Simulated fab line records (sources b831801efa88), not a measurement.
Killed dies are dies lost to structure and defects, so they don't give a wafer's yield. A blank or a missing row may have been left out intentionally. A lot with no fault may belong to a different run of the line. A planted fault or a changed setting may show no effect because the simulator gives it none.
Which tool was responsible?    flow gf180mcu    Sampling: 6 lots, 18 wafers, 2 of 602 route steps

WHAT THE GAUGES SHOWED, per wafer
GF_HV_LDD_TW_MEAS_11.
lot   measured      on             HV_LDD_TW
L238  day 10 04:22  film metro-02  2442 2442 2443
L240  day 10 20:40  film metro-03  2417 2430 2435
L244  day 12 01:01  film metro-02  2423 2427 2421
L251  day 14 08:13  film metro-03  2433 2427 2417
L255  day 15 12:22  film metro-02  2698 2704 2701
L259  day 16 18:13  film metro-03  2421 2433 2437

EACH LOT AND THE TOOL THAT RAN IT (in order: tool; ch and the chambers of the sampled wafers; start)
lot   GF_HV_LDD_IMPLANT_09
L238  implanter-03 ch 0, day 10 04:08
L240  implanter-04 ch 0, day 10 20:26
L244  implanter-04 ch 0, day 12 00:47
L251  implanter-02 ch 0, day 14 07:59
L255  implanter-04 ch 0, day 15 12:07
L259  implanter-02 ch 0, day 16 17:58
- GF_HV_LDD_IMPLANT_09

THE ANSWER, worked out from the rows above alone
Rule: usual is defined by the lots themselves. The widest of any qualifying gaps counts: lots, ordered by their means at a reading, are off when they make up no more than a third of the lots, leave a main group of 4 or more, and stand apart from it by 3 or more times the standard deviation of that group's means. A main group whose means are all the same, to the digits that the tables above print for the reading, isn't used. A lot without any number at a reading at which 4 lots or more have one is off too. Any other lot the step has rows for is counted as sound.
Off: L255, at GF_HV_LDD_TW_MEAS_11 (HV_LDD_TW). Main group: mean 2430, sd 6.6.
A tool fits if, at a process step before that reading, it ran every lot that is off, and no sound lot after the first of them. The gauges at GF_HV_LDD_TW_MEAS_11 are tried like those tools. This does not decide it: 2 tools fit, namely implanter-04 at GF_HV_LDD_IMPLANT_09 and film metro-02 at GF_HV_LDD_TW_MEAS_11.

WHAT HAD BEEN PUT IN BY THE SIMULATOR
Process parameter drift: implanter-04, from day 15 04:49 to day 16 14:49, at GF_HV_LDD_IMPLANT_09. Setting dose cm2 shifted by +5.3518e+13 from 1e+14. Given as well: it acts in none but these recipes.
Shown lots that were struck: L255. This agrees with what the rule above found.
